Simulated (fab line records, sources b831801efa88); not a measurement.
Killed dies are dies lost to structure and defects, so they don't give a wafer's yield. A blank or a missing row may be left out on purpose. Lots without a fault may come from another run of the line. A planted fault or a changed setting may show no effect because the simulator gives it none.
Chamber matching | flow sky130 | SKY_CONTACT_CMP_04 on cmp-02: 4 sister chambers
The step polishes SiO2. 4 wafers are shown with their chamber, then 7 later ones without.

WAFERS WITH THEIR CHAMBER
wafer  | chamber | motor_current_A (A)
L767.3 | 1       | 11.6
L767.6 | 0       | 10.8
L771.2 | 2       | 9.7
L771.5 | 3       | 11.8

WAFERS WITHOUT THEIR CHAMBER
wafer  | motor_current_A (A)
L771.6 | 11.0
L774.1 | 11.0
L774.2 | 10.1
L774.3 | 11.4
L775.1 | 9.4
L775.3 | 11.4
L775.6 | 9.6

WHICH CHAMBER EACH WENT THROUGH
wafer  | from the rows above          | in truth
L771.6 | can't be placed: 0 or 1      | 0
L774.1 | can't be placed: 0 or 1      | 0
L774.2 | can't be placed: 2 or 0      | 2
L774.3 | can't be placed: 1 or 3 or 0 | 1
L775.1 | 2                            | 2
L775.3 | can't be placed: 1 or 3 or 0 | 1
L775.6 | 2                            | 2
Placed correctly: 2 of 7. Can't be placed from these rows: 5 (the true chamber is among the candidates in 5). Placed wrongly: 0.
How it was worked out, from the rows above alone: a wafer's distance from a chamber is the root of the sum, over the readings, of the square of ((its reading less the chamber's mean) divided by the reading's scatter). The wafer belongs to the nearest chamber; if the next one is less than 2 further off, it can't be placed. A chamber's mean is the mean of its shown wafers. The scatter: with one shown wafer a chamber, the root of the mean of the squares of how far each hidden wafer lies from its nearest shown one.
